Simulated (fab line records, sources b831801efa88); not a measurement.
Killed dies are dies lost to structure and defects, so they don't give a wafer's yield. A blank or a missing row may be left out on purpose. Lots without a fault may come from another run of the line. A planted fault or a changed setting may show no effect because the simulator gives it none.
A struck lot beside a sound one | flow sky130 | 18 steps out of a route of 708
Sound: wafers L170.3, L170.5, L170.6. Struck: wafers L182.2, L182.5, L182.6. The cause comes at the end.
At each step with rows: each side's tool, then ch and its chambers, then its first start. Under that, the readings that differ: sound wafers | struck wafers | difference of the means | sigmas: that difference in standard deviations of wafers without a fault.
alike: readings whose means differ by less than 2 such deviations, and words and numbers that are the same on both sides. not compared: withheld readings, readings that some wafer has no value for, bounds like >300 that may hide the same value, and numbers for which the record gives no deviation and whose values overlap.
The two part at a step that has a row with sigmas, a row that says differs or no value, or rows on one side only. Numbers that don't overlap but have no deviation are shown without sigmas and don't part them. A reading that every wafer of one side lacks parts them only if that side has two wafers or more.

first, 3 steps without rows for these wafers: SKY_LDD_P_EXPOSE_04 (exposes mask PSDM, target cd 380 nm); SKY_LDD_P_PEB_05; SKY_LDD_P_DEVELOP_06 (develop time 60 s).
SKY_LDD_P_CD_MEAS_07: target cd 380 nm.
  sound on cd_sem-01, day 22 00:43; struck on cd_sem-01, day 26 15:54
  alike: cd_nm
SKY_LDD_P_OVL_MEAS_08:
  sound on overlay-02, day 22 00:49; struck on overlay-01, day 26 16:01
  alike: LDD_P_OVL
then, 1 step without rows for these wafers: SKY_LDD_P_IMPLANT_09.
SKY_LDD_P_STRIP_10: strips in O2/N2.
  sound on plasma_asher-03 ch 0,1, day 22 01:01; struck on plasma_asher-03 ch 0,1, day 26 16:11
  alike: drypump_motor_current_A, oes_product_au, strip_time_to_endpoint_s
  not compared: rf_hours_counter_h
SKY_LDD_P_TW_MEAS_11:
  sound on film_metro-03, day 22 01:07; struck on film_metro-04, day 26 16:18
  alike: LDD_P_TW
then, 4 steps without rows for these wafers: SKY_LDD_HVN_DEHYDRATE_00 (time 60 s); SKY_LDD_HVN_HMDS_01 (prime time 60 s); SKY_LDD_HVN_COAT_02 (resist thk 300 nm); SKY_LDD_HVN_SOFTBAKE_03 (time 60 s).
SKY_LDD_HVN_EXPOSE_04: exposes mask HVNTM, target cd 700 nm.
  sound on iline_stepper-02 ch 0, day 22 15:38; struck on iline_stepper-02 ch 0, day 27 06:56
  reading                         | sound                | struck            | difference | sigmas
  model.LDD_HVN.overlay_x_nm (nm) | -1.387 -1.387 -1.387 | 50.89 50.89 50.89 | +52.28     |
  alike: mask
then, 2 steps without rows for these wafers: SKY_LDD_HVN_PEB_05; SKY_LDD_HVN_DEVELOP_06 (develop time 60 s).
SKY_LDD_HVN_OVL_MEAS_07:
  sound on overlay-01, day 23 06:45; struck on overlay-01, day 27 20:56
  reading          | sound       | struck         | difference | sigmas
  LDD_HVN_OVL (nm) | 1.3 0.9 1.2 | 50.7 51.7 51.5 | +50.2      | +36
then, 2 steps without rows for these wafers: SKY_LDD_HVN_IMPLANT_08; SKY_PAD_OPEN_PROBE_99.

WHERE THEY PART
Only at SKY_LDD_HVN_OVL_MEAS_07, within this record.

WHY: what the simulator had put in
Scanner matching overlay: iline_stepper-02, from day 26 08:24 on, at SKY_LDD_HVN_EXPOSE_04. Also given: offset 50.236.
